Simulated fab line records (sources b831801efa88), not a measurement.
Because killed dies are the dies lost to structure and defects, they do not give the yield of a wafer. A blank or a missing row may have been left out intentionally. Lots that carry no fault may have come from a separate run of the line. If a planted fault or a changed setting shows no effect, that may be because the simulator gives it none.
fab line records | flow gf180mcu
record lots=5 | wafers=15 | last-day=34
route steps=602 shown DNWELL@34 NWELL@42 PASSIVATION@602
lots that met no fault: from a run of the same line without faults
start-h: the number of hours between the record's first day and the start of the first shown wafer of the lot | wait-h: how many hours have passed since the lot's step before this one | " unchanged from the row above | L1.1+2: one row covering several wafers at once | - no value, or no start was given | * or withheld: withheld | < > ~ a bound
route shown NAME@n: a module of which the file shows steps, and the number in the route of the first | usual: mean/standard deviation taken from wafers without a fault | same: alike in all rows | chamber/n: place in a boat | sites: each site's reading | _std_site: the standard deviation of these | _edge_site: outer sites' mean less inner sites' | radius-mm: how far each site lies from the wafer's centre | mask NAME#n: copy n | behind: the tool/chamber that last shaped the wafer | hold: cause of the lot's hold/its duration in hours/its outcome | device: which transistor (n, p or np) failed to switch | end of line: the tests these same wafers got at the end of their route | a step given without rows: its recipe and nothing more | killed: at the first sort, the dies lost to defects and structure; wafer yield is something else | map: the dies of a wafer, with x for killed, . for not killed, _ for no die there
set.NAME: the setting as run; set.NAME@STEP: as run at that earlier step | model.NAME: the simulator's own value behind a step, which no gauge read
lots at selected steps of the route; one table per step, one row per wafer
services: from which hour (start-h, from the record's first day; less than 0 if before it) a tool's chamber was out of use, for how many hours, and why
## steps
# step GF_DNWELL_COAT_02
# recipe spin-rpm=2000 | resist-thk-nm=3000
# step GF_DNWELL_SOFTBAKE_03
# recipe temp-c=110 | time-s=withheld
# step GF_DNWELL_EXPOSE_04
# recipe mask-id=DNWELL | target-cd-nm=1700 | na=0.6 | source-shape=conventional | sigma-outer=0.6 | dose-mj=260
# step GF_DNWELL_PEB_05
# recipe temp-c=115 | time-s=withheld
# step GF_DNWELL_DEVELOP_06
# recipe wall-angle-deg=90 | develop-time-s=60 | dev-temp-c=23
# step GF_DNWELL_IMPLANT_07
# recipe species=P | energy-kev=1500 | dose-cm2=1e+13 | tilt-deg=0
# step GF_DNWELL_STRIP_08
# recipe chemistry=O2/N2 | power-w=1400 | pressure-mtorr=1500 | platen-temp-c=250 | o2-flow-sccm=3000 | n2-flow-sccm=300 | overash-fraction=0.5
# usual drypump-motor-current-A=5.5/0.72 | heater-power-w=323/33 | oes-product-au=0.722/0.0045 | strip-time-to-endpoint-s=36.93/0.091
lot.wafer | tool            | chamber | start-h | wait-h | drypump-motor-current-A | heater-power-w | oes-product-au | rf-hours-counter-h | strip-time-to-endpoint-s
L534.3    | plasma-asher-03 | 0       | 58.23   | 0.1    | 4.9                     | 291            | 0.717          | -                  | 37.06
L534.4    | "               | 1       | "       | "      | 4.9                     | 316            | 0.719          | -                  | 37.00
L534.5    | "               | 0       | "       | "      | 4.9                     | 294            | 0.722          | -                  | 36.99
L535.2    | plasma-asher-01 | 1       | 63.88   | 0.1    | 5.6                     | 385            | 0.720          | 45                 | 36.68
L535.4    | "               | 1       | "       | "      | 5.6                     | 378            | 0.727          | -                  | 36.71
L535.5    | "               | 0       | "       | "      | 6.8                     | 330            | 0.724          | -                  | 36.84
L544.1    | plasma-asher-01 | 0       | 110.78  | 0.1    | 6.8                     | 318            | 0.722          | 50                 | 36.89
L544.2    | "               | 1       | "       | "      | 5.6                     | 375            | 0.723          | 50                 | 37.00
L544.5    | "               | 1       | "       | "      | 5.6                     | 370            | 0.726          | -                  | 36.98
L553.1    | plasma-asher-03 | 1       | 159.65  | 0.1    | 5.0                     | 301            | 0.724          | 49                 | 37.04
L553.4    | "               | 1       | "       | "      | 5.0                     | 306            | 0.727          | -                  | 36.91
L553.6    | "               | 0       | "       | "      | 4.9                     | 289            | 0.722          | -                  | 36.97
L554.2    | plasma-asher-01 | 1       | 166.83  | 0.1    | 5.6                     | 378            | 0.709          | 56                 | 36.89
L554.3    | "               | 0       | "       | "      | 6.8                     | 327            | 0.721          | -                  | 36.80
L554.4    | "               | 1       | "       | "      | 5.6                     | 372            | 0.721          | -                  | 36.80
# step GF_DNWELL_TW_MEAS_09
# usual DNWELL_TW=1361/21
lot.wafer | tool          | chamber | start-h | wait-h | DNWELL_TW
L534.3    | film-metro-02 | -       | 58.32   | 0.1    | 1345
L534.4    | "             | -       | "       | "      | 1340
L534.5    | "             | -       | "       | "      | 1345
L535.2    | film-metro-02 | -       | 63.99   | 0.1    | 1339
L535.4    | "             | -       | "       | "      | 1347
L535.5    | "             | -       | "       | "      | 1345
L544.1    | film-metro-01 | -       | 110.88  | 0.1    | 1341
L544.2    | "             | -       | "       | "      | 1344
L544.5    | "             | -       | "       | "      | 1350
L553.1    | film-metro-01 | -       | 159.75  | 0.1    | 1342
L553.4    | "             | -       | "       | "      | 1344
L553.6    | "             | -       | "       | "      | 1354
L554.2    | film-metro-02 | -       | 166.94  | 0.1    | 1359
L554.3    | "             | -       | "       | "      | 1360
L554.4    | "             | -       | "       | "      | 1351
# step GF_NWELL_DEHYDRATE_00
# recipe temp-c=200 | time-s=60
# step GF_NWELL_HMDS_01
# recipe prime-time-s=60 | prime-temp-c=120
# step GF_NWELL_COAT_02
# recipe spin-rpm=2000 | resist-thk-nm=3000
# step GF_NWELL_SOFTBAKE_03
# recipe temp-c=110 | time-s=withheld
# step GF_NWELL_EXPOSE_04
# recipe mask-id=Nwell | target-cd-nm=860 | na=0.6 | source-shape=conventional | sigma-outer=0.6 | dose-mj=260
# usual focus-offset-nm=0.0/0.56
lot.wafer | tool             | chamber | start-h | wait-h | mask       | focus-offset-nm
L534.3    | iline-stepper-02 | 0       | 64.97   | -      | Nwell#0    | -0.4
L534.4    | "                | 0       | "       | "      | Nwell#0    | -0.6
L534.5    | "                | 0       | "       | "      | Nwell#0    | 0.5
L535.2    | iline-stepper-01 | 0       | 70.80   | -      | Nwell#0    | -0.4
L535.4    | "                | 0       | "       | "      | Nwell#0    | -0.1
L535.5    | "                | 0       | "       | "      | Nwell#0    | 0.4
L544.1    | iline-stepper-02 | 0       | 118.48  | -      | Nwell_R1#0 | -0.7
L544.2    | "                | 0       | "       | "      | Nwell_R1#0 | 0.0
L544.5    | "                | 0       | "       | "      | Nwell_R1#0 | 0.0
L553.1    | iline-stepper-02 | 0       | 168.70  | -      | Nwell#0    | 0.3
L553.4    | "                | 0       | "       | "      | Nwell#0    | -0.3
L553.6    | "                | 0       | "       | "      | Nwell#0    | 0.3
L554.2    | iline-stepper-01 | 0       | 174.59  | -      | Nwell#0    | 0.2
L554.3    | "                | 0       | "       | "      | Nwell#0    | 0.6
L554.4    | "                | 0       | "       | "      | Nwell#0    | -0.5
# step GF_NWELL_PEB_05
# recipe temp-c=115 | time-s=withheld
# step GF_PASSIVATION_PROBE_99
lot.wafer | tool      | chamber | start-h | wait-h | hold                     | model.etest.pwell-in-dnwell.line-ohm-um | model.etest.ldpmos_10p0.r-on-ohm-um | model.etest.pwell-in-dnwell.width-nm | model.etest.nwell.width-nm | model.etest.ldpmos_10p0.drive-ua-um
L534.3    | prober-01 | -       | 692.35  | 0.2    | -                        | 4038                                    | 1.141e+04                           | 602.5                                | 855.3                      | 250.4
L534.4    | prober-01 | -       | 692.40  | 0.2    | -                        | 3997                                    | 1.132e+04                           | 604.3                                | 854.3                      | 252.4
L534.5    | prober-01 | -       | 692.45  | 0.2    | -                        | 3926                                    | 1.132e+04                           | 601                                  | 859                        | 253.3
L535.2    | prober-02 | -       | 703.42  | 0.1    | -                        | 4124                                    | 1.112e+04                           | 594.7                                | 862.2                      | 259.9
L535.4    | prober-02 | -       | 703.52  | 0.2    | -                        | 4175                                    | 1.11e+04                            | 592.3                                | 863.1                      | 261.2
L535.5    | prober-02 | -       | 703.57  | 0.2    | -                        | 4160                                    | 1.124e+04                           | 593                                  | 863.5                      | 257.2
L544.1    | prober-01 | -       | 761.48  | 0.1    | await-dispo/4.6h/release | 4553                                    | 1.156e+04                           | 515.9                                | 898.9                      | 249.6
L544.2    | prober-01 | -       | 761.53  | 0.1    | await-dispo/4.6h/release | 4574                                    | 1.149e+04                           | 514.4                                | 896.9                      | 250.2
L544.5    | prober-01 | -       | 761.68  | 0.2    | await-dispo/4.6h/release | 4556                                    | 1.145e+04                           | 512.3                                | 902.2                      | 251.9
L553.1    | prober-02 | -       | 813.82  | 0.1    | -                        | 4011                                    | 1.118e+04                           | 595.8                                | 864                        | 255
L553.4    | prober-02 | -       | 813.97  | 0.2    | -                        | 3970                                    | 1.127e+04                           | 594.6                                | 860.6                      | 249.6
L553.6    | prober-02 | -       | 814.07  | 0.2    | -                        | 4077                                    | 1.132e+04                           | 593.6                                | 866.6                      | 253.1
L554.2    | prober-01 | -       | 816.15  | 0.1    | -                        | 3937                                    | 1.123e+04                           | 597                                  | 866                        | 255.6
L554.3    | prober-01 | -       | 816.20  | 0.2    | -                        | 3849                                    | 1.124e+04                           | 600.7                                | 859.2                      | 259.6
L554.4    | prober-01 | -       | 816.25  | 0.2    | -                        | 4000                                    | 1.122e+04                           | 598.6                                | 856.7                      | 260.7
# killed by level:class
L534.3 V1:geometric-particle:open=5 STI:geometric-particle:open=4 V4:geometric-particle:short=4 CONTACT:geometric-particle:short=3 V2:geometric-particle:open=3 V3:geometric-particle:open=3 V4:geometric-particle:open=3 V5:geometric-particle:short=3
L534.4 CONTACT:geometric-particle:open=5 CONTACT:geometric-particle:short=4 V4:geometric-particle:short=4 V4:geometric-particle:open=4 M1:geometric-particle:short=3 V2:geometric-particle:short=3 M3:geometric-particle:short=3 V3:geometric-particle:open=3
L534.5 V4:geometric-particle:open=9 V3:geometric-particle:open=8 V1:geometric-particle:open=7 CONTACT:geometric-particle:open=6 V2:geometric-particle:open=5 M5:geometric-particle:short=4 V3:geometric-particle:short=3 STI:geometric-particle:short=2
L535.2 STI:geometric-particle:short=5 V2:geometric-particle:short=4 V5:geometric-particle:open=4 POLY_GATE:geometric-particle:short=3 V1:geometric-particle:open=3 M2:geometric-particle:short=3 V2:geometric-particle:open=3 V3:geometric-particle:open=3
L535.4 V5:geometric-particle:open=6 CONTACT:geometric-particle:open=4 M1:geometric-particle:short=4 V3:geometric-particle:open=4 M5:geometric-particle:short=4 STI:geometric-particle:short=3 STI:geometric-particle:open=3 V2:geometric-particle:open=3
L535.5 V2:geometric-particle:open=5 V5:geometric-particle:open=5 CONTACT:geometric-particle:open=4 V3:geometric-particle:open=3 STI:geometric-particle:short=2 POLY_GATE:geometric-particle:short=2 CONTACT:geometric-particle:short=2 M1:geometric-particle:short=2
L553.1 V3:geometric-particle:open=9 V1:geometric-particle:open=5 V1:geometric-particle:short=5 CONTACT:geometric-particle:short=4 CONTACT:geometric-particle:open=3 M1:geometric-particle:short=3 V2:geometric-particle:open=3 M3:geometric-particle:short=3
L553.4 V1:geometric-particle:open=8 V3:geometric-particle:open=7 STI:geometric-particle:short=4 V2:geometric-particle:open=4 V3:geometric-particle:short=4 V4:geometric-particle:open=4 CONTACT:geometric-particle:open=3 CONTACT:geometric-particle:short=2
L553.6 V2:geometric-particle:open=8 V2:geometric-particle:short=4 V3:geometric-particle:open=4 V4:geometric-particle:open=4 STI:geometric-particle:open=3 CONTACT:geometric-particle:open=3 M1:geometric-particle:short=3 V1:geometric-particle:open=3
L554.2 V1:geometric-particle:short=5 V2:geometric-particle:open=5 M3:geometric-particle:short=4 V4:geometric-particle:open=4 M1:geometric-particle:short=3 V5:geometric-particle:open=3 V3:geometric-particle:open=3 M4:geometric-particle:short=3
L554.3 CONTACT:geometric-particle:open=5 STI:geometric-particle:open=4 V1:geometric-particle:open=4 V2:geometric-particle:open=4 V3:geometric-particle:open=4 M1:geometric-particle:short=3 V4:geometric-particle:open=3 V5:geometric-particle:open=3
L554.4 V2:geometric-particle:open=6 V1:geometric-particle:open=5 V3:geometric-particle:short=4 STI:geometric-particle:short=3 V1:geometric-particle:short=3 V4:geometric-particle:open=3 CONTACT:geometric-particle:short=2 V2:geometric-particle:short=2
# map L534.5 (x killed, . not)
__________..x...x..._________
________..xx.....x...._______
______..x........x......_____
_____.........xx.........____
____........x..x..........___
___...............x.x.....x__
__........x..........x......_
_..x..........xx........x....
_.........x..................
_xx.x..........x............x
_...x.........x..........x..x
_...x......x.x......x........
_..x...x..x...xx..x.x..x....x
_.........x.............x.x..
_.x..................x....x..
__....x......x....x.xx....x._
___.................x......__
____..x.........x.........___
_____.....x..............____
______...x.............x_____
________.....x.x......_______
__________.........._________
# map L554.2 (x killed, . not)
__________....x...x._________
________............x._______
______.................._____
_____...x...x.........x..____
____.x...x....x........x..___
___x.........xx............__
__.........................._
_.......x....................
_.........x...x..............
_....x...................x.x.
_......x..........x........x.
_..xx.......x............x.x.
_.........................x..
_.x.x..................x....x
_x........x..................
__......x.....x.....x......._
___..x..x..................__
____....x...........x.xxx.___
_____......x........x....____
______..x........x.x.x.._____
________............x._______
__________x..x.x.xx._________
## services
tool             | chamber | start-h | hours | kind
iline-stepper-02 | -       | 69.50   | 4.0   | repair
iline-stepper-01 | -       | 114.19  | 1.7   | pm
plasma-asher-03  | -       | 125.24  | 3.3   | repair
iline-stepper-02 | -       | 134.23  | 1.7   | pm
plasma-asher-03  | -       | 147.20  | 2.4   | repair
plasma-asher-03  | -       | 163.80  | 1.4   | repair
## key
first-sign step=GF_NWELL_EXPOSE_04 | reading=mask | direction=changed
effect step=GF_PASSIVATION_PROBE_99 | reading=hold | direction=added
model-effect step=GF_PASSIVATION_PROBE_99 | value=etest.pwell-in-dnwell.line-ohm-um | without=3901 | struck=4561
met-at GF_NWELL_EXPOSE_04
struck-wafers L544.1,L544.2,L544.5
sort-left-out L544.1,L544.2,L544.5
tester-left-out L544
onset-between 64.97 118.48
fault kind=wrong-mask | tool=any | chamber=- | onset-h=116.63 | steps=GF_NWELL_EXPOSE_04 | aux-copy=Nwell_R1#0 | cd-offset-nm=129 | scope=struck-lots-only
# tester-left-out: of these lots the tester's yield and bins aren't shown, on N5 and GAA mostly nor the transistor test; their killed dies are dies lost to structure and defects alone, not to doping, threshold or leakage, so they don't give the yield
# sort-left-out: the simulated sort isn't trusted on such a fault, so these wafers' sort isn't shown, and their yield isn't known
